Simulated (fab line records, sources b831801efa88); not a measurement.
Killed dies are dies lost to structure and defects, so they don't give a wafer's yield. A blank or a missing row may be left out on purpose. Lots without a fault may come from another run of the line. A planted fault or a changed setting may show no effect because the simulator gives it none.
Which tool did it? | flow gf180mcu | 13 lots, 39 wafers sampled, at 5 steps of a route of 602

WHAT THE GAUGES READ, wafer by wafer
GF_V5_RS_MEAS_24: measures by four-point-probe. Usual: V5_W_RS 0.326 ohm/sq, standard deviation 0.0032.
lot  | measured     | on            | V5_W_RS (ohm/sq)                    | flag
L315 | day 27 05:22 | film_metro-04 | 0.323 0.324 0.325                   |
L316 | day 27 07:43 | film_metro-02 | 0.321 0.320 0.321                   |
L317 | day 28 01:20 | film_metro-03 | 0.328 0.328 0.332                   |
L318 | day 28 04:35 | film_metro-04 | 0.326 0.326 0.326                   |
L320 | day 28 16:49 | film_metro-03 | 0.324 0.327 0.326                   |
L321 | day 29 04:01 | film_metro-03 | 0.324 0.325 0.323                   |
L322 | day 29 15:37 | film_metro-04 | 0.553 0.557 0.563 0.554 0.557 0.564 | OFF
L323 | day 29 18:35 | film_metro-02 | 0.560 0.559 0.555 0.560 0.559 0.554 | OFF
L325 | day 30 13:55 | film_metro-03 | 0.328 0.326 0.323                   |
L335 | day 33 01:15 | film_metro-04 | 0.329 0.331 0.331                   |
L336 | day 33 04:01 | film_metro-03 | 0.330 0.328 0.328                   |
L337 | day 33 11:08 | film_metro-03 | 0.328 0.324 0.327                   |
L338 | day 33 17:44 | film_metro-02 | 0.325 0.322 0.329                   |

GF_TOP_METAL_RS_MEAS_05: measures by four-point-probe. Usual: TOP_METAL_ALCU_RS 0.0328 ohm/sq, standard deviation 0.00034.
lot  | measured     | on            | TOP_METAL_ALCU_RS (ohm/sq) | flag
L315 | day 27 06:22 | film_metro-01 | 0.0330 0.0328 0.0332       |
L316 | day 27 08:26 | film_metro-04 | 0.0327 0.0326 0.0329       |
L317 | day 28 02:02 | film_metro-01 | 0.0333 0.0330 0.0328       |
L318 | day 28 05:17 | film_metro-04 | 0.0333 0.0326 0.0329       |
L320 | day 28 17:32 | film_metro-03 | 0.0327 0.0330 0.0327       |
L321 | day 29 04:43 | film_metro-03 | 0.0321 0.0323 0.0326       |
L325 | day 30 14:37 | film_metro-04 | 0.0330 0.0325 0.0330       |
L335 | day 33 01:57 | film_metro-04 | 0.0325 0.0330 0.0331       |
L336 | day 33 04:47 | film_metro-03 | 0.0328 0.0333 0.0329       |
L337 | day 33 11:50 | film_metro-01 | 0.0326 0.0328 0.0335       |
L338 | day 33 18:32 | film_metro-04 | 0.0329 0.0326 0.0328       |

WHICH TOOL RAN EACH LOT (tool, then ch and the chambers of the sampled wafers, then the start)
lot  | GF_V5_SPUTTER_22             | GF_V5_CVD_23                  | GF_V5_CMP_26
L315 | pvd_sputter-02, day 27 05:12 | cvd_w-01 ch 0,1, day 27 05:14 | cmp-01 ch 1,3, day 27 05:53
L316 | pvd_sputter-02, day 27 07:34 | cvd_w-01 ch 0,1, day 27 07:37 | cmp-02 ch 0,2, day 27 07:54
L317 | pvd_sputter-04, day 28 01:11 | cvd_w-01 ch 0,1, day 28 01:14 | cmp-02 ch 0,2,3, day 28 01:31
L318 | pvd_sputter-02, day 28 04:26 | cvd_w-01 ch 0,1, day 28 04:29 | cmp-02 ch 0,2,3, day 28 04:46
L320 | pvd_sputter-04, day 28 16:40 | cvd_w-01 ch 0, day 28 16:43   | cmp-02 ch 0,2, day 28 17:03
L321 | pvd_sputter-04, day 29 03:52 | cvd_w-02 ch 0,1, day 29 03:55 | cmp-01 ch 0,2,3, day 29 04:12
L322 | pvd_sputter-04, day 29 15:27 | cvd_w-02 ch 0,1, day 29 15:29 | -
L323 | pvd_sputter-01, day 29 18:26 | cvd_w-02 ch 0, day 29 18:29   | -
L325 | pvd_sputter-04, day 30 13:45 | cvd_w-01 ch 0,1, day 30 13:47 | cmp-02 ch 0,1,3, day 30 14:14
L335 | pvd_sputter-04, day 33 01:06 | cvd_w-02 ch 0,1, day 33 01:08 | cmp-02 ch 1,2,3, day 33 01:26
L336 | pvd_sputter-04, day 33 03:52 | cvd_w-02 ch 0,1, day 33 03:55 | cmp-02 ch 1,2,3, day 33 04:19
L337 | pvd_sputter-01, day 33 10:59 | cvd_w-01 ch 0,1, day 33 11:01 | cmp-01 ch 0,1,2, day 33 11:22
L338 | pvd_sputter-02, day 33 17:32 | cvd_w-02 ch 0,1, day 33 17:37 | cmp-01 ch 0,1,3, day 33 18:04
- GF_V5_SPUTTER_22: material TiN, target thk 10 nm, time 40 s.
- GF_V5_CVD_23: deposits W, target thk 350 nm, time 104.9 s.
- GF_V5_CMP_26: polishes, stops on SiO2, t overpolish 15 s, target thk 0 nm.

WHAT THE TOOLS THEMSELVES READ (means of the sampled wafers that have a number; where no wafer has one, the mark that the record gives instead)
GF_V5_SPUTTER_22. Usual: throttle_valve_pct 30.4 %, standard deviation 0.5.
lot  | tool           | throttle_valve_pct (%) | flag
L315 | pvd_sputter-02 | 30.3                   |
L316 | pvd_sputter-02 | 30.4                   |
L317 | pvd_sputter-04 | 30.3                   |
L318 | pvd_sputter-02 | 30.3                   |
L320 | pvd_sputter-04 | 30.7                   |
L321 | pvd_sputter-04 | 30.3                   |
L322 | pvd_sputter-04 | 30.1                   |
L323 | pvd_sputter-01 | 30.4                   |
L325 | pvd_sputter-04 | 30.2                   |
L335 | pvd_sputter-04 | 30.5                   |
L336 | pvd_sputter-04 | 30.1                   |
L337 | pvd_sputter-01 | 30.4                   |
L338 | pvd_sputter-02 | 30.5                   |

GF_V5_CVD_23. Usual: chamber_pressure_Torr 39.99 Torr, standard deviation 0.078; heater_power_w 910 W, standard deviation 76.
lot  | tool     | chamber_pressure_Torr (Torr) | heater_power_w (W) | flag
L315 | cvd_w-01 | 40.02                        | 841                |
L316 | cvd_w-01 | 39.94                        | 856                |
L317 | cvd_w-01 | 39.88                        | 857                |
L318 | cvd_w-01 | 39.99                        | 906                |
L320 | cvd_w-01 | 39.99                        | 967                |
L321 | cvd_w-02 | 39.93                        | 938                |
L322 | cvd_w-02 | 13.79                        | 927                | OFF
L323 | cvd_w-02 | 13.74                        | 989                | OFF
L325 | cvd_w-01 | 40.07                        | 858                |
L335 | cvd_w-02 | 39.99                        | 930                |
L336 | cvd_w-02 | 39.94                        | 956                |
L337 | cvd_w-01 | 40.01                        | 855                |
L338 | cvd_w-02 | 40.06                        | 954                |

GF_V5_CMP_26. Usual: motor_current_A 11.0 A, standard deviation 1.6; overpolish_run_s 14.999 s, standard deviation 0.0096; time_to_endpoint_s 86 s, standard deviation 3.3.
lot  | tool   | motor_current_A (A) | overpolish_run_s (s) | time_to_endpoint_s (s) | flag
L315 | cmp-01 | 11.5                | 14.987               | 85                     |
L316 | cmp-02 | 13.2                | 15.007               | 87                     |
L317 | cmp-02 | 11.5                | 14.996               | 87                     |
L318 | cmp-02 | 11.8                | 14.998               | 87                     |
L320 | cmp-02 | 12.0                | 15.001               | 86                     |
L321 | cmp-01 | 10.9                | 15.001               | 87                     |
L325 | cmp-02 | 10.7                | 14.996               | 85                     |
L335 | cmp-02 | 9.9                 | 14.987               | 88                     |
L336 | cmp-02 | 9.5                 | 15.005               | 86                     |
L337 | cmp-01 | 11.3                | 14.997               | 82                     |
L338 | cmp-01 | 11.1                | 15.004               | 85                     |

THE ANSWER, worked out from the rows above alone
Rule: a lot is off if the mean of its wafers that have a number lies more than 3 standard deviations from the usual mean. A lot without any number at a reading at which 4 lots or more have one is off too. The other lots that the step has rows for count as sound. The gauges are gone through in route order, then the tools' own readings, and for those a lot's mean is taken as printed above. The first step at which some lot is off is used, and at that step the reading that is off furthest; a lot without a number counts as furthest.
Off: L322, L323, at GF_V5_RS_MEAS_24 (V5_W_RS).
A tool fits if, at a process step before that reading, it ran every lot that is off, and no sound lot after the first of them. The gauges at GF_V5_RS_MEAS_24 aren't tried: what is off there is off at GF_V5_CVD_23 too, on other tools, and a gauge's error can't cause that. None of those tried fits.

WHAT THE SIMULATOR HAD PUT IN
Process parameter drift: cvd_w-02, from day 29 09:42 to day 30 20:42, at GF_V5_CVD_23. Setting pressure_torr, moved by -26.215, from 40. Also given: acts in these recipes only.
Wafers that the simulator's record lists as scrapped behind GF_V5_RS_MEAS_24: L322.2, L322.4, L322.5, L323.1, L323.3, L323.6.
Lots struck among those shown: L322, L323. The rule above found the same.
